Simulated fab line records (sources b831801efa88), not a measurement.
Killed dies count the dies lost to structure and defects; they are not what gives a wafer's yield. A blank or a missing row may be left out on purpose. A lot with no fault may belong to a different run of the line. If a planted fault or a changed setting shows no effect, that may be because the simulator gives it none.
fab line records | flow sky130
record lots=7 | wafers=21 | lastDay=50
route steps=708 shown PASSIVATION@681 PAD_OPEN@694
lots that met no fault: from a run of the same line without faults
startH: hours from the record's opening day to when the first of the lot's shown wafers began | waitH: hours elapsed since this lot's preceding step | " unchanged from the row above | L1.1+2: a row that stands for several wafers | - no value, or no start given | * or withheld: withheld | < > ~ a bound
route shown NAME@n: a module of which the file shows steps, and the number in the route of the first | usual: mean and standard deviation over wafers with no fault | same: alike in all rows | chamber/n: place in a boat | sites: the reading at each site | _std_site: how widely they spread, as a standard deviation | _edge_site: mean of outer sites minus mean of inner sites | radiusMm: how far each site lies from the wafer's centre | mask NAME#n: copy n | behind: tool/chamber where the wafer was last shaped | hold: reason for holding the lot/hours on hold/outcome of the hold | device: names the non-switching transistor (n, p or np) | end of line: tests of these same wafers at the route's end | where a step has no rows: the recipe by itself | killed: count of dies lost to structure and defects at first sort (not the wafer's yield) | map: dies across one wafer; x = killed, . = not, _ = none there
set.NAME: the setting the step ran with; set.NAME@STEP: the setting that earlier step ran with | model.NAME: the simulator's own value behind a step, which no gauge read
lots at selected steps of the route; one table per step, one row per wafer
services: when a tool's chamber went out of use (startH, in hours from the record's first day, below 0 if earlier), for how many hours, and the reason
## steps
# step SKY_PASSIVATION_CVD_00
# recipe material=SiO2 | targetThkNm=90 | tempC=400 | timeS=withheld | rfW=600
# usual heaterPowerW=657/66
lot.wafer | tool     | chamber | startH  | waitH | heaterPowerW
L253.1    | pecvd-03 | 2       | 1074.76 | 0.0   | 614
L253.2    | "        | 0       | "       | "     | 610
L253.6    | "        | 2       | "       | "     | 619
L254.2    | pecvd-04 | 0       | 1076.23 | 0.0   | 802
L254.4    | "        | 0       | "       | "     | 800
L254.6    | "        | 1       | "       | "     | 561
L255.1    | pecvd-02 | 1       | 1082.93 | 0.0   | 741
L255.2    | "        | 0       | "       | "     | 588
L255.6    | "        | 1       | "       | "     | 746
L256.2    | pecvd-03 | 0       | 1092.15 | 0.0   | 695
L256.5    | "        | 2       | "       | "     | 667
L256.6    | "        | 0       | "       | "     | 688
L259.2    | pecvd-03 | 2       | 1103.56 | 0.0   | 676
L259.3    | "        | 1       | "       | "     | 669
L259.4    | "        | 0       | "       | "     | 676
L266.3    | pecvd-04 | 2       | 1158.08 | 0.0   | 604
L266.4    | "        | 1       | "       | "     | 581
L266.5    | "        | 2       | "       | "     | 634
L270.1    | pecvd-04 | 2       | 1176.75 | 0.0   | 664
L270.2    | "        | 1       | "       | "     | 629
L270.3    | "        | 0       | "       | "     | 742
# step SKY_PASSIVATION_THK_MEAS_01
# recipe reads=SiO2_of_PASSIVATION_CVD_00
# usual PASSIVATION_CVD_00_THK=90.3/1.2
lot.wafer | tool         | chamber | startH  | waitH | PASSIVATION_CVD_00_THK[nm]
L253.1    | filmMetro-01 | -       | 1074.78 | -     | 91.2
L253.2    | "            | -       | "       | "     | 90.6
L253.6    | "            | -       | "       | "     | 92.9
L254.2    | filmMetro-03 | -       | 1076.26 | -     | 89.7
L254.4    | "            | -       | "       | "     | 91.0
L254.6    | "            | -       | "       | "     | 91.3
L255.1    | filmMetro-02 | -       | 1082.95 | -     | 88.4
L255.2    | "            | -       | "       | "     | 88.2
L255.6    | "            | -       | "       | "     | 89.9
L256.2    | filmMetro-02 | -       | 1092.18 | -     | 89.2
L256.5    | "            | -       | "       | "     | 91.2
L256.6    | "            | -       | "       | "     | 91.2
L259.2    | filmMetro-03 | -       | 1103.59 | -     | 90.0
L259.3    | "            | -       | "       | "     | 89.6
L259.4    | "            | -       | "       | "     | 91.1
L266.3    | filmMetro-03 | -       | 1158.12 | -     | 89.9
L266.4    | "            | -       | "       | "     | 92.3
L266.5    | "            | -       | "       | "     | 90.9
L270.1    | filmMetro-01 | -       | 1176.77 | -     | 89.6
L270.2    | "            | -       | "       | "     | 88.7
L270.3    | "            | -       | "       | "     | 89.7
# step SKY_PASSIVATION_CVD_02
# recipe material=Si3N4 | targetThkNm=540 | tempC=400 | timeS=withheld | rfW=461.5
# usual heaterPowerW=705/79
lot.wafer | tool     | chamber | startH  | waitH | heaterPowerW
L253.1    | pecvd-02 | 2       | 1074.84 | 0.1   | 639
L253.2    | "        | 1       | "       | "     | 712
L253.6    | "        | 2       | "       | "     | 516
L254.2    | pecvd-02 | 0       | 1076.31 | 0.0   | 617
L254.4    | "        | 2       | "       | "     | 613
L254.6    | "        | 1       | "       | "     | 768
L255.1    | pecvd-04 | 2       | 1083.01 | 0.1   | 690
L255.2    | "        | 0       | "       | "     | 852
L255.6    | "        | 1       | "       | "     | 628
L256.2    | pecvd-04 | 0       | 1092.23 | 0.0   | 773
L256.5    | "        | 1       | "       | "     | 647
L256.6    | "        | 2       | "       | "     | 705
L259.2    | pecvd-04 | 1       | 1103.64 | 0.0   | 643
L259.3    | "        | 0       | "       | "     | 763
L259.4    | "        | 1       | "       | "     | 697
L266.3    | pecvd-02 | 2       | 1158.16 | 0.0   | 556
L266.4    | "        | 0       | "       | "     | 654
L266.5    | "        | 2       | "       | "     | 582
L270.1    | pecvd-03 | 0       | 1176.83 | 0.1   | 679
L270.2    | "        | 1       | "       | "     | 717
L270.3    | "        | 2       | "       | "     | 695
# step SKY_PASSIVATION_THK_MEAS_03
# recipe reads=Si3N4_of_PASSIVATION_CVD_02
# usual PASSIVATION_CVD_02_THK=545/7.3
lot.wafer | tool         | chamber | startH  | waitH | PASSIVATION_CVD_02_THK[nm]
L253.1    | filmMetro-03 | -       | 1075.06 | -     | 531
L253.2    | "            | -       | "       | "     | 529
L253.6    | "            | -       | "       | "     | 536
L254.2    | filmMetro-03 | -       | 1076.55 | -     | 542
L254.4    | "            | -       | "       | "     | 550
L254.6    | "            | -       | "       | "     | 551
L255.1    | filmMetro-02 | -       | 1083.24 | -     | 542
L255.2    | "            | -       | "       | "     | 538
L255.6    | "            | -       | "       | "     | 557
L256.2    | filmMetro-01 | -       | 1092.47 | -     | 543
L256.5    | "            | -       | "       | "     | 550
L256.6    | "            | -       | "       | "     | 560
L259.2    | filmMetro-02 | -       | 1103.87 | -     | 550
L259.3    | "            | -       | "       | "     | 541
L259.4    | "            | -       | "       | "     | 560
L266.3    | filmMetro-03 | -       | 1158.41 | -     | 542
L266.4    | "            | -       | "       | "     | 544
L266.5    | "            | -       | "       | "     | 546
L270.1    | filmMetro-01 | -       | 1177.06 | -     | 540
L270.2    | "            | -       | "       | "     | 544
L270.3    | "            | -       | "       | "     | 534
# step SKY_PASSIVATION_DEHYDRATE_04
# recipe tempC=200 | timeS=60
# step SKY_PASSIVATION_HMDS_05
# recipe primeTimeS=60 | primeTempC=120
# step SKY_PASSIVATION_COAT_06
# recipe spinRpm=2000 | resistThkNm=3000
# step SKY_PASSIVATION_SOFTBAKE_07
# recipe tempC=110 | timeS=withheld
# step SKY_PASSIVATION_EXPOSE_08
# recipe maskId=NSM | targetCdNm=3000 | na=0.57 | doseMj=260
# step SKY_PASSIVATION_PEB_09
# recipe tempC=115 | timeS=withheld
# step SKY_PASSIVATION_DEVELOP_10
# recipe developTimeS=60 | devTempC=23
# step SKY_PASSIVATION_ETCH_11
# recipe chemistry=CF4/O2 | targetDepthNm=725 | stopOn=AlCu | sourceW=800 | biasW=150 | pressureMtorr=150 | cf4FlowSccm=80 | O2_flow_sccm=10 | timeS=161.1
# usual drypumpMotorCurrentA=5.8/0.34 | oesProductAu=0.979/0.0064 | throttleValvePct=5.965/0.0087
lot.wafer | tool       | chamber | startH  | waitH | drypumpMotorCurrentA | oesProductAu | rfHoursCounterH | throttleValvePct
L253.1    | rieDiel-04 | 2       | 1095.64 | -     | 5.5                  | 0.965        | 12              | 5.980
L253.2    | "          | 1       | "       | "     | 5.5                  | 0.970        | 13              | 5.967
L253.6    | "          | 3       | "       | "     | 5.4                  | 0.976        | -               | 5.943
L254.2    | rieDiel-02 | 2       | 1097.19 | -     | 5.7                  | 0.974        | 31              | 5.968
L254.4    | "          | 2       | "       | "     | 5.7                  | 0.983        | -               | 5.985
L254.6    | "          | 2       | "       | "     | 5.7                  | 0.987        | -               | 5.962
L255.1    | rieDiel-03 | 1       | 1103.02 | -     | 5.8                  | 0.973        | 17              | 5.954
L255.2    | "          | 2       | "       | "     | 6.5                  | 0.972        | 12              | 5.949
L255.6    | "          | 1       | "       | "     | 5.8                  | 0.990        | -               | 5.967
L256.2    | rieDiel-04 | 1       | 1111.14 | -     | 5.4                  | 0.982        | 14              | 5.972
L256.5    | "          | 0       | "       | "     | 6.2                  | 0.982        | -               | 5.969
L256.6    | "          | 2       | "       | "     | 5.5                  | 0.989        | -               | 5.984
L259.2    | rieDiel-03 | 2       | 1123.29 | -     | 6.5                  | 0.985        | 13              | 5.967
L259.3    | "          | 0       | "       | "     | 5.7                  | 0.978        | 19              | 5.959
L259.4    | "          | 1       | "       | "     | 5.8                  | 0.983        | 18              | 5.960
L266.3    | rieDiel-04 | 1       | 1175.59 | -     | 5.5                  | 0.982        | 16              | 5.967
L266.4    | "          | 3       | "       | "     | 5.4                  | 0.982        | 2               | 5.972
L266.5    | "          | 3       | "       | "     | 5.4                  | 0.985        | -               | 5.963
L270.1    | rieDiel-02 | 3       | 1193.17 | -     | 6.1                  | 0.978        | 1               | 5.967
L270.2    | "          | 2       | "       | "     | 5.7                  | 0.984        | 1               | 5.953
L270.3    | "          | 0       | "       | "     | 6.0                  | 0.981        | 2               | 5.954
# step SKY_PASSIVATION_STRIP_12
# recipe chemistry=O2/N2 | powerW=1400 | pressureMtorr=1500 | platenTempC=withheld | overashFraction=0.7 | o2FlowSccm=3000 | n2FlowSccm=300
# usual chamberPressureMTorr=1500.0/1.4 | drypumpMotorCurrentA=5.8/0.44 | oesProductAu=0.661/0.0042 | stripTimeToEndpointS=31.50/0.11
lot.wafer | tool           | chamber | startH  | waitH | chamberPressureMTorr | drypumpMotorCurrentA | oesProductAu | rfHoursCounterH | stripTimeToEndpointS | model.coat_of_PASSIVATION_COAT_06.thkNm
L253.1    | plasmaAsher-02 | 0       | 1095.74 | 0.1   | -                    | -                    | -            | -               | -                    | 2510
L253.2    | "              | 1       | "       | "     | -                    | -                    | -            | -               | -                    | 2503
L253.6    | "              | 0       | "       | "     | -                    | -                    | -            | -               | -                    | 2516
L254.2    | plasmaAsher-01 | 1       | 1097.35 | 0.1   | -                    | -                    | -            | -               | -                    | 2502
L254.4    | "              | 0       | "       | "     | -                    | -                    | -            | -               | -                    | 2504
L254.6    | "              | 0       | "       | "     | -                    | -                    | -            | -               | -                    | 2509
L255.1    | plasmaAsher-04 | 1       | 1103.13 | 0.1   | -                    | -                    | -            | -               | -                    | 2506
L255.2    | "              | 0       | "       | "     | -                    | -                    | -            | -               | -                    | 2500
L255.6    | "              | 0       | "       | "     | -                    | -                    | -            | -               | -                    | 2499
L256.2    | plasmaAsher-02 | 1       | 1111.25 | 0.1   | 1497.3               | 5.6                  | 0.661        | 96              | 31.34                | 0
L256.5    | "              | 1       | "       | "     | 1499.1               | 5.6                  | 0.668        | -               | 31.33                | 0
L256.6    | "              | 0       | "       | "     | 1500.6               | 5.3                  | 0.662        | -               | 31.43                | 0
L259.2    | plasmaAsher-04 | 1       | 1123.39 | 0.1   | 1502.1               | 6.1                  | 0.663        | 6               | 31.33                | 0
L259.3    | "              | 0       | "       | "     | 1500.1               | 5.7                  | 0.666        | -               | 31.40                | 0
L259.4    | "              | 1       | "       | "     | 1501.2               | 6.1                  | 0.657        | -               | 31.28                | 0
L266.3    | plasmaAsher-01 | 0       | 1175.73 | 0.1   | 1499.9               | 5.7                  | 0.662        | -               | 31.45                | 0
L266.4    | "              | 1       | "       | "     | 1499.7               | 6.6                  | 0.660        | -               | 31.61                | 0
L266.5    | "              | 0       | "       | "     | 1498.4               | 5.7                  | 0.665        | -               | 31.66                | 0
L270.1    | plasmaAsher-02 | 0       | 1193.28 | 0.1   | 1502.2               | 5.3                  | 0.653        | 103             | 31.52                | 0
L270.2    | "              | 1       | "       | "     | 1499.4               | 5.6                  | 0.657        | 103             | 31.42                | 0
L270.3    | "              | 1       | "       | "     | 1497.9               | 5.6                  | 0.662        | -               | 31.44                | 0
# step SKY_PAD_OPEN_DEHYDRATE_00
# recipe tempC=200 | timeS=60
# step SKY_PAD_OPEN_HMDS_01
# recipe primeTimeS=60 | primeTempC=120
# step SKY_PAD_OPEN_COAT_02
# recipe spinRpm=2000 | resistThkNm=3000
# step SKY_PAD_OPEN_SOFTBAKE_03
# recipe tempC=110 | timeS=withheld
# step SKY_PAD_OPEN_EXPOSE_04
# recipe maskId=PDM | targetCdNm=60000 | na=0.57 | doseMj=260
# step SKY_PAD_OPEN_PEB_05
# recipe tempC=115 | timeS=withheld
# step SKY_PAD_OPEN_DEVELOP_06
# recipe developTimeS=60 | devTempC=24.15
# step SKY_PAD_OPEN_ETCH_07
# recipe chemistry=CF4/O2 | targetDepthNm=725 | stopOn=AlCu | sourceW=800 | biasW=150 | pressureMtorr=150 | cf4FlowSccm=80 | O2_flow_sccm=10 | timeS=161.1
# usual drypumpMotorCurrentA=5.8/0.47 | oesProductAu=0.978/0.0071 | throttleValvePct=5.964/0.0099
lot.wafer | tool       | chamber | startH  | waitH | drypumpMotorCurrentA | oesProductAu | rfHoursCounterH | throttleValvePct
L253.1    | rieDiel-01 | 1       | 1114.44 | -     | 5.9                  | 0.967        | 8               | 5.959
L253.2    | "          | 0       | "       | "     | 6.4                  | 0.961        | 23              | 5.955
L253.6    | "          | 0       | "       | "     | 6.4                  | 0.980        | -               | 5.961
L254.2    | rieDiel-01 | 0       | 1116.74 | -     | 6.4                  | 0.982        | 23              | 5.964
L254.4    | "          | 1       | "       | "     | 5.9                  | 0.986        | 8               | 5.966
L254.6    | "          | 3       | "       | "     | 5.0                  | 0.987        | -               | 5.958
L255.1    | rieDiel-01 | 2       | 1122.59 | -     | 5.3                  | 0.973        | 17              | 5.941
L255.2    | "          | 0       | "       | "     | 6.4                  | 0.973        | 23              | 5.958
L255.6    | "          | 1       | "       | "     | 5.9                  | 0.983        | -               | 5.963
L256.2    | rieDiel-01 | 3       | 1129.69 | -     | 5.0                  | 0.974        | 28              | 5.973
L256.5    | "          | 0       | "       | "     | 6.4                  | 0.988        | -               | 5.952
L256.6    | "          | 3       | "       | "     | 5.0                  | 0.993        | -               | 5.960
L259.2    | rieDiel-03 | 3       | 1141.44 | -     | 5.6                  | 0.975        | 22              | 5.963
L259.3    | "          | 0       | "       | "     | 5.7                  | 0.976        | 20              | 5.951
L259.4    | "          | 1       | "       | "     | 5.8                  | 0.986        | 18              | 5.970
L266.3    | rieDiel-03 | 0       | 1192.54 | -     | 5.7                  | 0.976        | 21              | 5.971
L266.4    | "          | 3       | "       | "     | 5.6                  | 0.977        | 24              | 5.963
L266.5    | "          | 1       | "       | "     | 5.8                  | 0.979        | -               | 5.978
L270.1    | rieDiel-02 | 2       | 1208.94 | -     | 5.7                  | 0.982        | 2               | 5.954
L270.2    | "          | 1       | "       | "     | 5.7                  | 0.972        | 24              | 5.952
L270.3    | "          | 0       | "       | "     | 6.0                  | 0.958        | 3               | 5.957
# step SKY_PAD_OPEN_STRIP_08
# recipe chemistry=O2/N2 | powerW=1400 | pressureMtorr=1500 | platenTempC=withheld | overashFraction=0.7 | o2FlowSccm=3000 | n2FlowSccm=300
# usual chamberPressureMTorr=1499.9/1.5 | drypumpMotorCurrentA=5.9/0.36 | oesProductAu=0.663/0.0043 | stripTimeToEndpointS=37.01/0.11
lot.wafer | tool           | chamber | startH  | waitH | chamberPressureMTorr | drypumpMotorCurrentA | oesProductAu | rfHoursCounterH | stripTimeToEndpointS
L253.1    | plasmaAsher-04 | 1       | 1114.54 | 0.1   | 1501.6               | 6.1                  | 0.693        | 5               | 73.94
L253.2    | "              | 0       | "       | "     | 1500.2               | 5.7                  | 0.689        | 5               | 73.91
L253.6    | "              | 0       | "       | "     | 1498.6               | 5.7                  | 0.695        | -               | 73.99
L254.2    | plasmaAsher-04 | 0       | 1116.85 | 0.1   | 1502.1               | 5.8                  | 0.695        | 5               | 73.67
L254.4    | "              | 1       | "       | "     | 1500.3               | 6.1                  | 0.690        | -               | 73.72
L254.6    | "              | 1       | "       | "     | 1497.7               | 6.1                  | 0.691        | -               | 73.82
L255.1    | plasmaAsher-04 | 0       | 1122.69 | 0.1   | 1498.9               | 5.7                  | 0.687        | 6               | 74.10
L255.2    | "              | 1       | "       | "     | 1500.6               | 6.1                  | 0.688        | 6               | 73.89
L255.6    | "              | 0       | "       | "     | 1500.8               | 5.8                  | 0.694        | -               | 73.92
L256.2    | plasmaAsher-03 | 1       | 1129.79 | 0.1   | 1496.8               | 5.7                  | 0.660        | 70              | 36.95
L256.5    | "              | 0       | "       | "     | 1497.1               | 5.3                  | 0.664        | -               | 36.95
L256.6    | "              | 1       | "       | "     | 1499.8               | 5.7                  | 0.658        | -               | 36.88
L259.2    | plasmaAsher-04 | 1       | 1141.55 | 0.1   | 1501.2               | 6.1                  | 0.663        | 8               | 36.90
L259.3    | "              | 1       | "       | "     | 1500.9               | 6.1                  | 0.665        | -               | 36.95
L259.4    | "              | 0       | "       | "     | 1500.5               | 5.7                  | 0.666        | -               | 36.87
L266.3    | plasmaAsher-01 | 1       | 1192.68 | 0.1   | 1501.7               | 6.6                  | 0.665        | -               | 37.19
L266.4    | "              | 0       | "       | "     | 1500.5               | 5.7                  | 0.678        | -               | 37.13
L266.5    | "              | 0       | "       | "     | 1500.0               | 5.8                  | 0.659        | -               | 37.03
L270.1    | plasmaAsher-03 | 1       | 1209.04 | 0.1   | 1498.1               | 5.7                  | 0.669        | 78              | 37.15
L270.2    | "              | 0       | "       | "     | 1500.1               | 5.3                  | 0.664        | 78              | 37.18
L270.3    | "              | 1       | "       | "     | 1496.9               | 5.7                  | 0.662        | -               | 37.19
# step SKY_PAD_OPEN_STRIP_09
# recipe chemistry=postEtchResidueRemover | timeS=1200 | tempC=72.5
## services
tool           | chamber | startH  | hours | kind
rieDiel-01     | 2       | 1051.45 | 2.9   | repair
plasmaAsher-04 | -       | 1055.27 | 9.0   | pm
plasmaAsher-04 | 0       | 1055.27 | 9.0   | ventCycle
plasmaAsher-04 | 1       | 1055.27 | 9.0   | ventCycle
pecvd-03       | -       | 1061.18 | 1.0   | repair
plasmaAsher-04 | 0       | 1064.27 | -     | clean
plasmaAsher-04 | 1       | 1064.27 | -     | clean
plasmaAsher-03 | -       | 1065.78 | 2.9   | repair
plasmaAsher-03 | -       | 1068.72 | 15.6  | pm
pecvd-03       | -       | 1078.50 | 7.3   | repair
rieDiel-01     | -       | 1081.61 | 0.8   | repair
rieDiel-03     | 3       | 1088.61 | 8.7   | repair
rieDiel-01     | 0       | 1090.00 | 1.7   | repair
rieDiel-02     | -       | 1093.14 | 3.0   | repair
rieDiel-02     | 0       | 1095.37 | 5.4   | repair
pecvd-02       | 1       | 1098.05 | 20.0  | repair
rieDiel-03     | 3       | 1117.47 | 5.6   | repair
plasmaAsher-02 | -       | 1131.32 | 2.8   | pm
rieDiel-02     | 0       | 1152.69 | 1.6   | repair
pecvd-02       | -       | 1164.86 | 15.9  | repair
plasmaAsher-01 | -       | 1180.94 | 3.6   | repair
rieDiel-03     | 2       | 1182.34 | 2.1   | repair
rieDiel-02     | -       | 1200.20 | 2.8   | pm
plasmaAsher-01 | -       | 1208.09 | 1.0   | repair
## key
firstSign step=SKY_PASSIVATION_STRIP_12 | reading=toolRecord | direction=missing
effect step=SKY_PAD_OPEN_STRIP_08 | reading=stripTimeToEndpointS | direction=up | sigmas=99+ | usual=* | struck=*
modelEffect step=SKY_PASSIVATION_STRIP_12 | value=coat_of_PASSIVATION_COAT_06.thkNm | without=0 | struck=2506
modelEffect step=SKY_PAD_OPEN_PROBE_99 | value=etest.fieldN.open | without=0 | struck=1
metAt SKY_PASSIVATION_STRIP_12
struckWafers L253.1,L253.2,L253.6,L254.2,L254.4,L254.6,L255.1,L255.2,L255.6
sortLeftOut L253.1,L253.2,L253.6,L254.2,L254.4,L254.6,L255.1,L255.2,L255.6
fault kind=skippedStepWhole | tool=plasmaAsher-01,plasmaAsher-02,plasmaAsher-04 | chamber=- | onsetH=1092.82 | steps=SKY_PASSIVATION_STRIP_12 | scope=struckLotsOnly
# sortLeftOut: the simulated sort isn't trusted on such a fault, so these wafers' sort isn't shown, and their yield isn't known
